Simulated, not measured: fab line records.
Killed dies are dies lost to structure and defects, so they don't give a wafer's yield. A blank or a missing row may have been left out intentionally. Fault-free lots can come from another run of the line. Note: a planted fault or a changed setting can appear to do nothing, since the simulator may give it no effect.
A struck lot beside a sound one || flow sky130 || 15 steps out of a route of 708
Sound: wafers L651.3, L651.5, L651.6. The struck wafers were L663.1, L663.2, L663.6. The cause is given at the end.
Per side, at each step with rows, come the tool, then ch with its chambers, and then its first start. Under that, the readings that differ: sound wafers || struck wafers || difference of the means || sigmas: that difference in standard deviations of wafers without a fault.
alike: same words and numbers on both sides, and readings whose means sit less than 2 such deviations apart. not compared: any withheld reading, any reading some wafer has no value for, any bound like >300 that may hide the same value, and any number with overlapping values for which the record gives no deviation.
The two part at a step that has a row with sigmas, a row that says differs or no value, or rows on one side only. Numbers that have no deviation but don't overlap get no sigmas and don't part them. Lack of a reading on every wafer of one side parts them only where that side has two or more wafers.

SKY_METAL2_STRIP_20: strips in O2/N2.
  sound on plasma_asher-02 ch 0,1, day 37 05:44; struck on plasma_asher-04 ch 0,1, day 40 10:38
  alike: drypump_motor_current_A, oes_product_au, strip_time_to_endpoint_s
  not compared: rf_hours_counter_h
then, 4 steps without rows for these wafers: SKY_METAL2_STRIP_21 (strips in post etch residue remover, time 1200 s); SKY_METAL2_CLEAN_22 (cleans in IPA, time 180 s); SKY_METAL2_CLEAN_23 (cleans in O3/DIW); SKY_VIA2_HDPCVD_00 (deposits SiO2, target thk 1180 nm, time 196.7 s).
SKY_VIA2_THK_MEAS_01:
  sound: film_metro-03 at day 37 06:26; struck: film_metro-03 at day 40 11:22
  alike: VIA2_HDPCVD_THK
SKY_VIA2_CMP_02: polishes SiO2.
  sound on cmp-01 ch 0,3, day 37 06:29; struck on cmp-02 ch 0,3, day 40 11:26
{"reading": "motor_current_A (A)", "sound": "11.0 10.7 10.3", "struck": "13.2 11.9 13.2", "difference": "+2.1", "sigmas": "+2"}
SKY_VIA2_BOW_MEAS_03:
  sound: film_metro-03 at day 37 06:49; struck: film_metro-02 at day 40 11:44
  alike: VIA2_BOW
then, 4 steps without rows for these wafers: SKY_VIA2_DEHYDRATE_04 (time 60 s); SKY_VIA2_HMDS_05 (prime time 60 s); SKY_VIA2_COAT_06 (resist thk 60 nm); SKY_VIA2_COAT_07 (resist thk 450 nm).
SKY_VIA2_SOFTBAKE_08: time 90 s.
  sound on litho_track-02 ch 0, day 37 19:00; struck on litho_track-04 ch 0, day 40 23:00
{"reading": "heater_power_total_W (W)", "sound": "57.41 57.24 57.47", "struck": "58.12 58.04 58.19", "difference": "+0.74", "sigmas": "+7"}
{"reading": "run_length_s (s)", "sound": "119.47 119.39 119.40", "struck": "116.14 116.18 116.22", "difference": -3.24, "sigmas": -20}
then, 1 step without rows for these wafers: SKY_VIA2_EXPOSE_09 (exposes mask VIM2, target cd 200 nm).
-- the record jumps here: 9 days lie between the struck wafers' starts before and after (it left off in module VIA2 and takes up again in module PAD_OPEN, whose first step shown is number 708 of the route) --
SKY_PAD_OPEN_PROBE_99:
  sound: prober-02 at day 47 10:48; struck: prober-02 at day 49 19:02
{"reading": "killed_at_front_end", "sound": "4 6 9", "struck": "24 11 20", "difference": "+12", "sigmas": "+2"}
{"reading": "sort_bin_5_function (%)", "sound": "8.3 7.7 8.3", "struck": "10.4 11.8 12.6", "difference": "+3.5", "sigmas": "+2"}
  alike: defect_limited_yield, killed_at_M0_to_M3, killed_at_M4_up, killed_at_contacts, killed_at_other, killed_dies, killed_open, killed_short, sort_bin_3_pad_short, sort_bin_6_memory, sort_n_pass, sort_yield_pct

## WHERE THEY PART
Last at SKY_PAD_OPEN_PROBE_99 as far as this record goes, first at SKY_VIA2_CMP_02.

WHY: whatever the simulator had introduced
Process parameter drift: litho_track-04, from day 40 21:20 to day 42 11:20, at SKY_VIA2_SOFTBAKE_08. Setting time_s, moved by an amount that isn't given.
